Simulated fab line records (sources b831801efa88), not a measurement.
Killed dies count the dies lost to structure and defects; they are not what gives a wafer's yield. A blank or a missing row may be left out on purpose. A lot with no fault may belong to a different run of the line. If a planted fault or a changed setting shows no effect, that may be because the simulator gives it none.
A lot that was struck, set against a sound lot -- flow sky130 -- 14 steps out of a route of 708
Sound: the wafers L402.1, L402.2, L402.3. Struck: wafers L413.1, L413.3, L413.6. The cause is given at the end.
Each step with rows lists, per side, the tool, then ch with its chambers, then its first start. Under that, the readings that differ: sound wafers -- struck wafers -- difference of the means -- sigmas: that difference in standard deviations of wafers without a fault.
alike: a reading whose means differ by less than 2 such deviations, as well as words and numbers matching on both sides. not compared: withheld readings; readings where some wafer has no value; bounds like >300 that might hide an equal value; numbers whose values overlap and for which the record gives no deviation.
Wherever a step has rows on one side only, a row that says differs or no value, or a row with sigmas, the two part there. Non-overlapping numbers with no deviation appear without sigmas and do not part them. A reading missing from all wafers of one side parts the sides only when that side holds two or more wafers.

first, 8 steps without rows for these wafers: SKY_METAL4_DEHYDRATE_05 (time 60 s); SKY_METAL4_HMDS_06 (prime time 60 s); SKY_METAL4_COAT_07 (resist thk 60 nm); SKY_METAL4_COAT_08 (resist thk 1140 nm); SKY_METAL4_SOFTBAKE_09 (time 90 s); SKY_METAL4_EXPOSE_10 (exposes mask MM4, target cd 300 nm); SKY_METAL4_PEB_11; SKY_METAL4_DEVELOP_12 (develop time 60 s).
SKY_METAL4_CD_MEAS_13: the cd target is 300 nm.
  sound: cd-sem-01 at day 44 02:19; struck: cd-sem-01 at day 47 06:31
  alike: cd-nm
SKY_METAL4_OVL_MEAS_14:
  sound: overlay-02 at day 44 02:26; struck: overlay-02 at day 47 06:38
reading,sound,struck,difference,sigmas
METAL4_OVL (nm),9 8 10,-7 -3 -4,-14,-3
SKY_METAL4_DESCUM_15: chemistry O2, time 8 s.
  sound on rie-metal-01 ch 0,1, day 44 02:28; struck on rie-metal-02 ch 0,1, day 47 06:40
  alike: drypump-motor-current-A, oes-product-au
  not compared: rf-hours-counter-h
SKY_METAL4_ETCH_16: etches BARC in N2/H2, stops on SiO2, time 88.2 s, target depth 60 nm.
  sound on rie-metal-01 ch 0,1, day 44 02:30; struck on rie-metal-02 ch 0,1, day 47 06:43
  alike: bias-w, chamber-pressure-mTorr, drypump-motor-current-A, h2-flow-sccm, n2-flow-sccm, oes-product-au, throttle-valve-pct
  not compared: rf-hours-counter-h
SKY_METAL4_ETCH_17: etches SiO2 in C4F8/O2/Ar, stops on TiN, time 3.9 s, target depth 15 nm.
  sound on rie-diel-02 ch 0,1,2, day 44 02:36; struck on rie-diel-01 ch 0,3, day 47 06:48
  no value came back on the struck wafers for bias-w (W), chamber-pressure-mTorr (mTorr), oes-product-au (a.u.); on the sound wafers bias-w (W) reads 1191 1200 1203
SKY_METAL4_METAL_ETCH_18: etches the open film in Cl2/BCl3, stops on SiO2, target depth 845 nm, time 183.1 s.
  sound on rie-metal-02 ch 0,1, day 44 02:37; struck on rie-metal-03 ch 0,1, day 47 06:49
  alike: bcl3-flow-sccm, bias-w, drypump-motor-current-A, oes-product-au, throttle-valve-pct
  not compared: rf-hours-counter-h

== WHERE THEY PART ==
Last at SKY_METAL4_ETCH_17 as far as this record goes, first at SKY_METAL4_OVL_MEAS_14. Later steps at which nothing parts them and some readings are alike: SKY_METAL4_METAL_ETCH_18.

WHY: what had been put in by the simulator
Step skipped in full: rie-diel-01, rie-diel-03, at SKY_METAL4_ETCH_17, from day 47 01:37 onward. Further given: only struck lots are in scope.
